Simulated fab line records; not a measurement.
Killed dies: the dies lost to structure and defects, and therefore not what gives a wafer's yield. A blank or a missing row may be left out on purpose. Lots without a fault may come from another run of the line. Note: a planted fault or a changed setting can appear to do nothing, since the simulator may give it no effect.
Struck lot and sound lot, side by side + flow sky130 + 14 out of 708 route steps
Sound: the wafers L273.2, L273.4, L273.5. The struck wafers were L281.1, L281.5, L281.6. At the end, the cause is stated.
At each step with rows: each side's tool, then ch and its chambers, then its first start. Under that, the readings that differ: sound wafers + struck wafers + difference of the means + sigmas: that difference in standard deviations of wafers without a fault.
alike: words and numbers the same on both sides, and readings whose means are apart by under 2 such deviations; not compared: readings that were withheld, readings missing a value for some wafer, numbers with overlapping values and no deviation given by the record, and bounds like >300 which may hide the same value.
Wherever a step has rows on one side only, a row that says differs or no value, or a row with sigmas, the two part there. Numbers that have no deviation but don't overlap get no sigmas and don't part them. A reading that every wafer of one side lacks parts them only if that side has two wafers or more.

first, 7 steps without rows for these wafers: SKY_METAL1_HMDS_08 (prime time 60 s); SKY_METAL1_COAT_09 (resist thk 60 nm); SKY_METAL1_COAT_10 (resist thk 450 nm); SKY_METAL1_SOFTBAKE_11 (time 90 s); SKY_METAL1_EXPOSE_12 (exposes mask MM1, target cd 140 nm); SKY_METAL1_PEB_13; SKY_METAL1_DEVELOP_14 (develop time 60 s).
SKY_METAL1_CD_MEAS_15: target cd 140 nm.
  sound on cd-sem-02, day 33 03:35; struck on cd-sem-02, day 35 21:26
  alike: cd-nm
SKY_METAL1_OVL_MEAS_16:
  sound on overlay-01, day 33 03:41; struck on overlay-02, day 35 21:34
  alike: METAL1_OVL
SKY_METAL1_DESCUM_17: chemistry O2, time 8 s.
  sound on rie-metal-03 ch 0, day 33 03:43; struck on rie-metal-03 ch 0,1, day 35 21:35
  alike: drypump-motor-current-A, oes-product-au
  not compared: rf-hours-counter-h
SKY_METAL1_ETCH_18: etches BARC in N2/H2, stops on SiO2, time 45.9 s, target depth 60 nm.
  sound on rie-metal-03 ch 0, day 33 03:48; struck on rie-metal-03 ch 0,1, day 35 21:37
  alike: drypump-motor-current-A, oes-product-au, throttle-valve-pct
  not compared: rf-hours-counter-h
SKY_METAL1_METAL_ETCH_19: etches the open film in Cl2/BCl3, stops on SiO2, target depth 360 nm, time 78 s.
  sound on rie-metal-03 ch 0, day 33 03:56; struck on rie-metal-03 ch 0,1, day 35 21:41
  alike: drypump-motor-current-A, oes-product-au, throttle-valve-pct
  not compared: rf-hours-counter-h
SKY_METAL1_STRIP_20: strips in O2/N2.
  sound on plasma-asher-01 ch 0,1, day 33 04:05; struck on plasma-asher-02 ch 0,1, day 35 21:47
  no value came back on the struck wafers for chamber-pressure-mTorr (mTorr), drypump-motor-current-A (A), oes-product-au (a.u.), strip-time-to-endpoint-s (s); on the sound wafers chamber-pressure-mTorr (mTorr) reads 1498.5 1500.4 1498.8
| reading                                       | sound | struck            | difference | sigmas |
|-----------------------------------------------|-------|-------------------|------------|--------|
| model.KrF-thick_of_METAL1_COAT_10.thk-nm (nm) | 0 0 0 | 164.9 162.2 162.4 | +163.2     |        |
  not compared: rf-hours-counter-h
then, 1 step without rows for these wafers: SKY_METAL1_STRIP_21 (strips in post etch residue remover, time 1200 s).

== WHERE THEY PART ==
At SKY_METAL1_STRIP_20 and nowhere else, as far as this record goes.

WHY: the cause the simulator had injected
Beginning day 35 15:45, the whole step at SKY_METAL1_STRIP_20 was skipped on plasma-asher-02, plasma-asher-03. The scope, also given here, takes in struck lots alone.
